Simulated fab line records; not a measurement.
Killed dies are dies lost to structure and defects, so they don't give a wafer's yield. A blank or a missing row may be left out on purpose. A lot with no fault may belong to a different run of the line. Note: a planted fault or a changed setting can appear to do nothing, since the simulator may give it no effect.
Problem report in the 8D (eight disciplines) form, filled by code / flow gf180mcu / the parts of the form that need people (team, actions taken, sign-off) are left out

1. PROBLEM STATEMENT
NSD_RS at GF_PSD_RS_MEAS_14 reads a mean of 41.84 ohm/sq on 4 wafers of 3 lots; wafers without a fault read 46.10 ohm/sq with a standard deviation of 0.077. That is -55 standard deviations from the usual mean.
The step: measures by four-point-probe.
The first sign was on wafer L903.1 at day 16 15:50, on filmMetro-01. The record has a number at this step for 38 wafers belonging to 13 lots. The rule behind "out" and "out of limits": a value lying over 4 standard deviations away from the usual mean. The other wafers with a number count as sound.

2. WHAT IT IS, WHAT IT ISN'T
question=which readings at this step | is=NSD_RS | is not=-
question=which lots | is=L903, L904, L905 | is not=L898, L899, L900, L901, L913, L914, L916, L918, L919, L921
question=which wafers of those lots | is=L903.1, L903.5, L904.1, L905.5 | is not=L904.2, L904.3, L905.3, L905.6
question=read on which gauges | is=filmMetro-01, filmMetro-03 | is not=filmMetro-02
question=when | is=from day 16 15:50 | is not=up to then (12 sound wafers); but 22 sound wafers of L904, L905, L913, L914, L916, L918, L919, L921 came after

3. WHAT RULES OUT EACH SUSPECT
Counting: a tool at a process step up to the reading stays a suspect if it ran every lot that is out. Sound lots after the first of them don't rule it out here, since some wafers of a struck lot are sound.
- the gauge at GF_PSD_RS_MEAS_14 has been ruled out. Those wafers that are out were read across 2 gauges (filmMetro-01, filmMetro-03).
- rtpAnneal-01 at GF_PSD_RTA_13 (time 20 s): kept. It ran every lot that is out, first L903 (day 16 15:46); its last sound lot up to then is L901 (day 15 14:15). Its own readings are out on those wafers: runLengthS.
Remaining after the count: rtpAnneal-01 at GF_PSD_RTA_13.

4. THE CAUSE (what the simulator had put in)
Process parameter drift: rtpAnneal-01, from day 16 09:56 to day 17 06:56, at GF_PSD_RTA_13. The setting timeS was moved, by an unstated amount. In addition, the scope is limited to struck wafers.
The count eliminated every tool but this one.

5. THE CHAIN OF EFFECTS, in route order
One row per reading whose mean, taken over the struck wafers that have a number, lies over 3 standard deviations from the usual. Scope: only readings with a usual standard deviation given in the record; hours: median across lots of the time from each lot's start at the first step in this table that gives one to its start at this step; sigmas: change in usual standard deviations.
hours=0; step=GF_PSD_RTA_13; reading=runLengthS; usual=48.7 s; on struck wafers=72.5; change=+23.8; sigmas=+38
hours=0; step=GF_PSD_RS_MEAS_14; reading=NSD_RS; usual=46.10 ohm/sq; on struck wafers=41.84; change=-4.26; sigmas=-55
hours=0; step=GF_PSD_RS_MEAS_15; reading=PSD_RS; usual=108.50 ohm/sq; on struck wafers=100.78; change=-7.72; sigmas=-32
Its process steps:
- GF_PSD_RTA_13: time 20 s.

6. WHAT WOULD HAVE CAUGHT IT SOONER
The first out-of-limits reading at a measuring or inspecting step in this record came at day 16 15:50, 6 hours after the fault's start at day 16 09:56.
Tool's own readings at GF_PSD_RTA_13, runLengthS: out on all struck wafers the step has rows for; an alarm limit on them would have tripped on the first.
Of the lots that are out (3), L905, L904 began GF_PSD_RTA_13 on rtpAnneal-01 after day 16 15:50. A hold on the tool at that time would have spared those 2.
